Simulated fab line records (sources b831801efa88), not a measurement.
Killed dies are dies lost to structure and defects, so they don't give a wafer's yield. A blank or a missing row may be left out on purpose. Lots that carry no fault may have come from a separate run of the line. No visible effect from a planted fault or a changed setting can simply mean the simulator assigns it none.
Struck lot and sound lot, side by side ; flow gf180mcu ; 15 steps out of a route of 602
Sound: the wafers L770.3, L770.5, L770.6. Struck: wafer L769.3 (left out: L769.2, a lot-mate that was not struck); the cause follows at the end.
At each step with rows: each side's tool, then ch and its chambers, then its first start. Under that, the readings that differ: sound wafers ; struck wafers ; difference of the means ; sigmas: that difference in standard deviations of wafers without a fault.
alike: same words and numbers on both sides, and readings whose means sit less than 2 such deviations apart. not compared: any withheld reading, any reading some wafer has no value for, any bound like >300 that may hide the same value, and any number with overlapping values for which the record gives no deviation.
Wherever a step has rows on one side only, a row that says differs or no value, or a row with sigmas, the two part there. Non-overlapping numbers with no deviation appear without sigmas and do not part them. A reading that every wafer of one side lacks parts them only if that side has two wafers or more.

first, 6 steps without rows for these wafers: GF_TOP_METAL_HMDS_08 (prime time 60 s); GF_TOP_METAL_COAT_09 (resist thk 1500 nm); GF_TOP_METAL_SOFTBAKE_10 (time 60 s); GF_TOP_METAL_EXPOSE_11 (exposes mask MetalTop, target cd 440 nm); GF_TOP_METAL_PEB_12; GF_TOP_METAL_DEVELOP_13 (develop time 60 s).
GF_TOP_METAL_CD_MEAS_14 targets a cd of 440 nm.
  sound: cd_sem-01 at day 33 04:11; struck: cd_sem-01 at day 33 00:24
  alike: cd_nm
GF_TOP_METAL_OVL_MEAS_15:
  sound: overlay-01 at day 33 04:17; struck: overlay-02 at day 33 00:31
  alike: TOP_METAL_OVL
GF_TOP_METAL_METAL_ETCH_16: etches the open film in Cl2/BCl3, stops on SiO2, target depth 1197 nm, time 199.5 s.
  sound on rie_metal-04 ch 0,1, day 33 04:22; struck on rie_metal-04 ch 1, day 33 00:32
  alike: drypump_motor_current_A, oes_product_au, throttle_valve_pct
  not compared: rf_hours_counter_h
GF_TOP_METAL_STRIP_17: strips in O2/N2.
  sound on plasma_asher-03 ch 0,1, day 33 04:32; struck on plasma_asher-02 ch 0, day 33 00:44
reading;sound;struck;difference;sigmas
drypump_motor_current_A (A);5.9 5.8 5.9;5.0;-0.9;-2
  alike: heater_power_w, oes_product_au, strip_time_to_endpoint_s
  not compared: rf_hours_counter_h
then, 2 steps without rows for these wafers: GF_TOP_METAL_STRIP_18 (strips in post etch residue remover, time 1200 s); GF_TOP_METAL_CLEAN_19 (cleans in DIW).
GF_PASSIVATION_CVD_00: deposits SiO2 from TEOS, target thk 1000 nm, time 111.95 s.
  sound on pecvd-04 ch 0,2, day 33 05:07; struck on pecvd-03 ch 1, day 33 01:18
reading;sound;struck;difference;sigmas
run_length_s (s);138.4 139.1 138.8;136.1;-2.7;-4
model.SiO2_of_PASSIVATION_CVD_00.thk_nm (nm);990.3 1014 1013;971.8;-34.0;
  alike: heater_power_w
  not compared: since_wet_clean_h
GF_PASSIVATION_THK_MEAS_01:
  sound: film_metro-04 at day 33 05:13; struck: film_metro-03 at day 33 01:23
reading;sound;struck;difference;sigmas
PASSIVATION_CVD_00_THK (nm);990 1015 1012;972;-34;-3
GF_PASSIVATION_CVD_02: deposits Si3N4, target thk 700 nm, time 486.18 s.
  sound on pecvd-02 ch 0,1,2, day 33 05:16; struck on pecvd-02 ch 1, day 33 01:26
  alike: heater_power_w, run_length_s
  not compared: since_wet_clean_h

== WHERE THEY PART ==
First at GF_TOP_METAL_STRIP_17; last, within this record, at GF_PASSIVATION_THK_MEAS_01. Later steps at which nothing parts them and some readings are alike: GF_PASSIVATION_CVD_02.

WHY: whatever the simulator had introduced
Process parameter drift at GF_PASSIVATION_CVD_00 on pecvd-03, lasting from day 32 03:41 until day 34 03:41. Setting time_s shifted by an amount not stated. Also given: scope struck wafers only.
